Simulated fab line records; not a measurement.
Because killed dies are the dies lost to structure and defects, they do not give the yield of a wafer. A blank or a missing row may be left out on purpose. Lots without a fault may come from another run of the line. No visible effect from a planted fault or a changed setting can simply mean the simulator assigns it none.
Lot-split experiment || flow sfqLine || 23 wafers read from 5 lots, route of 325 steps

THE SPLIT ITSELF
At SFQ_TRILAYER_I2_CMP_CMP_064 (polishes SiO2), the setting leaveAboveRefNm was moved away from the recipe's 200 nm on 8 of the 23 wafers read, by -2.5% to +6.0%. All remaining wafers had this setting at the recipe value.

There is no step in the file separating the split from the reading.

THE READING
thkNm, in nm, at SFQ_TRILAYER_I2_METRO_MEASURE_065. On this fab line, fault-free wafers typically give 200.1 nm with a standard deviation of 0.94 nm.

{"wafer": "L074.1", "tool, chamber at the split": "cmp-02, 3", "leaveAboveRefNm as run, nm": 212.1, "against the recipe": "+6.0%", "thkNm, nm": 210.5, "against lot-mates on the recipe": "+11.1"}
{"wafer": "L074.2", "tool, chamber at the split": "cmp-02, 2", "leaveAboveRefNm as run, nm": 200, "against the recipe": "recipe", "thkNm, nm": 200.4, "against lot-mates on the recipe": "-"}
{"wafer": "L074.3", "tool, chamber at the split": "cmp-02, 1", "leaveAboveRefNm as run, nm": 200, "against the recipe": "recipe", "thkNm, nm": 199.3, "against lot-mates on the recipe": "-"}
{"wafer": "L074.5", "tool, chamber at the split": "cmp-02, 1", "leaveAboveRefNm as run, nm": 200, "against the recipe": "recipe", "thkNm, nm": 198.4, "against lot-mates on the recipe": "-"}
{"wafer": "L074.6", "tool, chamber at the split": "cmp-02, 2", "leaveAboveRefNm as run, nm": 212.1, "against the recipe": "+6.0%", "thkNm, nm": 212.8, "against lot-mates on the recipe": "+13.4"}
{"wafer": "L075.1", "tool, chamber at the split": "cmp-01, 2,0", "leaveAboveRefNm as run, nm": 200, "against the recipe": "recipe", "thkNm, nm": 201.7, "against lot-mates on the recipe": "-"}
{"wafer": "L075.2", "tool, chamber at the split": "cmp-01, 2,0", "leaveAboveRefNm as run, nm": 200, "against the recipe": "recipe", "thkNm, nm": 201.5, "against lot-mates on the recipe": "-"}
{"wafer": "L075.3", "tool, chamber at the split": "cmp-01, 1", "leaveAboveRefNm as run, nm": 200, "against the recipe": "recipe", "thkNm, nm": 201.3, "against lot-mates on the recipe": "-"}
{"wafer": "L075.5", "tool, chamber at the split": "cmp-01, 2", "leaveAboveRefNm as run, nm": 200, "against the recipe": "recipe", "thkNm, nm": 201.9, "against lot-mates on the recipe": "-"}
{"wafer": "L075.6", "tool, chamber at the split": "cmp-01, 3", "leaveAboveRefNm as run, nm": 200, "against the recipe": "recipe", "thkNm, nm": 201.1, "against lot-mates on the recipe": "-"}
{"wafer": "L078.1", "tool, chamber at the split": "cmp-01, 1", "leaveAboveRefNm as run, nm": 194.9, "against the recipe": "-2.5%", "thkNm, nm": 194.9, "against lot-mates on the recipe": -5.5}
{"wafer": "L078.2", "tool, chamber at the split": "cmp-01, 2", "leaveAboveRefNm as run, nm": 194.9, "against the recipe": "-2.5%", "thkNm, nm": 195.7, "against lot-mates on the recipe": -4.8}
{"wafer": "L078.3", "tool, chamber at the split": "cmp-01, 0", "leaveAboveRefNm as run, nm": 194.9, "against the recipe": "-2.5%", "thkNm, nm": 195.8, "against lot-mates on the recipe": -4.6}
{"wafer": "L078.4", "tool, chamber at the split": "cmp-01, 3", "leaveAboveRefNm as run, nm": 200, "against the recipe": "recipe", "thkNm, nm": 200.6, "against lot-mates on the recipe": "-"}
{"wafer": "L078.5", "tool, chamber at the split": "cmp-01, 2", "leaveAboveRefNm as run, nm": 200, "against the recipe": "recipe", "thkNm, nm": 200.3, "against lot-mates on the recipe": "-"}
{"wafer": "L079.2", "tool, chamber at the split": "cmp-01, 0", "leaveAboveRefNm as run, nm": 200, "against the recipe": "recipe", "thkNm, nm": 200.5, "against lot-mates on the recipe": "-"}
{"wafer": "L079.4", "tool, chamber at the split": "cmp-01, 2", "leaveAboveRefNm as run, nm": 200, "against the recipe": "recipe", "thkNm, nm": 202.6, "against lot-mates on the recipe": "-"}
{"wafer": "L079.6", "tool, chamber at the split": "cmp-01, 2", "leaveAboveRefNm as run, nm": 200, "against the recipe": "recipe", "thkNm, nm": 200.9, "against lot-mates on the recipe": "-"}
{"wafer": "L082.2", "tool, chamber at the split": "cmp-02, 0", "leaveAboveRefNm as run, nm": 206.1, "against the recipe": "+3.0%", "thkNm, nm": 206.4, "against lot-mates on the recipe": "+7.2"}
{"wafer": "L082.3", "tool, chamber at the split": "cmp-02, 3", "leaveAboveRefNm as run, nm": 200, "against the recipe": "recipe", "thkNm, nm": 199.4, "against lot-mates on the recipe": "-"}
{"wafer": "L082.4", "tool, chamber at the split": "cmp-02, 1", "leaveAboveRefNm as run, nm": 206.1, "against the recipe": "+3.0%", "thkNm, nm": 204.8, "against lot-mates on the recipe": "+5.6"}
{"wafer": "L082.5", "tool, chamber at the split": "cmp-02, 3", "leaveAboveRefNm as run, nm": 206.1, "against the recipe": "+3.0%", "thkNm, nm": 205.4, "against lot-mates on the recipe": "+6.2"}
{"wafer": "L082.6", "tool, chamber at the split": "cmp-02, 0", "leaveAboveRefNm as run, nm": 200, "against the recipe": "recipe", "thkNm, nm": 199.1, "against lot-mates on the recipe": "-"}
Where a row lists several chambers, the file gives one row for several wafers and doesn't say which wafer went through which chamber.

THE FIT
A straight line over all 23 wafers: thkNm changes by +1.82 nm for each +1% of leaveAboveRefNm; r = +0.97; the points scatter about the line by 1.1 nm.
The same after taking each lot's own level away (the mean of its wafers on the recipe; 23 wafers): +2.02 nm for each +1%; r = +0.99; scatter 0.67 nm.
According to that fit, moving leaveAboveRefNm by its largest amount changes the reading by 12 nm.
Measured against the standard deviation above, the lots' own levels, which go from 199.25 to 201.50 nm, span 2.4 times it.
Hence the lot-to-lot level has little effect on the slope; both slopes agree.
Check: +12.8 nm against its lot-mates is what the line predicts for one of the wafers moved furthest among these (+6.0%) when that wafer is left out of the fit. It came out at +11.1 nm against them.

THE OTHER SPLITS THESE WAFERS WENT THROUGH
Before the reading, these wafers also passed through other splits. Each is held against what the fit with the lots' levels taken away leaves over:
{"other split on the same wafers": "SFQ_TRILAYER_M1_DEP_SPUTTER_037 timeS", "wafers away from the commonest value": 5, "r with thkNm (lot level and that fit taken away)": "+0.41"}
{"other split on the same wafers": "SFQ_TRILAYER_M1_LITHO_COAT_044 resistThkNm", "wafers away from the commonest value": 8, "r with thkNm (lot level and that fit taken away)": "+0.11"}
{"other split on the same wafers": "SFQ_TRILAYER_I1_CMP_CMP_046 leaveAboveRefNm", "wafers away from the commonest value": 8, "r with thkNm (lot level and that fit taken away)": "+0.21"}
{"other split on the same wafers": "SFQ_TRILAYER_I1_VIA_ETCH_VIA_ETCH_052 biasW", "wafers away from the commonest value": 10, "r with thkNm (lot level and that fit taken away)": -0.10}
{"other split on the same wafers": "SFQ_TRILAYER_M2_DEP_SPUTTER_055 powerW", "wafers away from the commonest value": 7, "r with thkNm (lot level and that fit taken away)": -0.14}
{"other split on the same wafers": "SFQ_TRILAYER_M2_LITHO_COAT_062 spinRpm", "wafers away from the commonest value": 11, "r with thkNm (lot level and that fit taken away)": "+0.08"}

THE WHOLE CHAIN: every reading that the file lists as answering this split, in the file's order
{"step": "SFQ_TRILAYER_I2_CMP_CMP_064", "what it does": "polishes SiO2", "reading": "SiO2_of_TRILAYER_I2_DEP_PECVD_063.thkNm (the simulator's own value, which no gauge read)", "change (the file's fit)": "+2.03 nm for each +1% of the setting", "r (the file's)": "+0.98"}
{"step": "SFQ_TRILAYER_I2_METRO_MEASURE_065", "what it does": "", "reading": "thkNm", "change (the file's fit)": "+2.03 nm for each +1% of the setting", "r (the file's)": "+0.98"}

THE FILE'S OWN FIT
thkNm changes by +2.03 nm for each +1% of leaveAboveRefNm, r = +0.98.
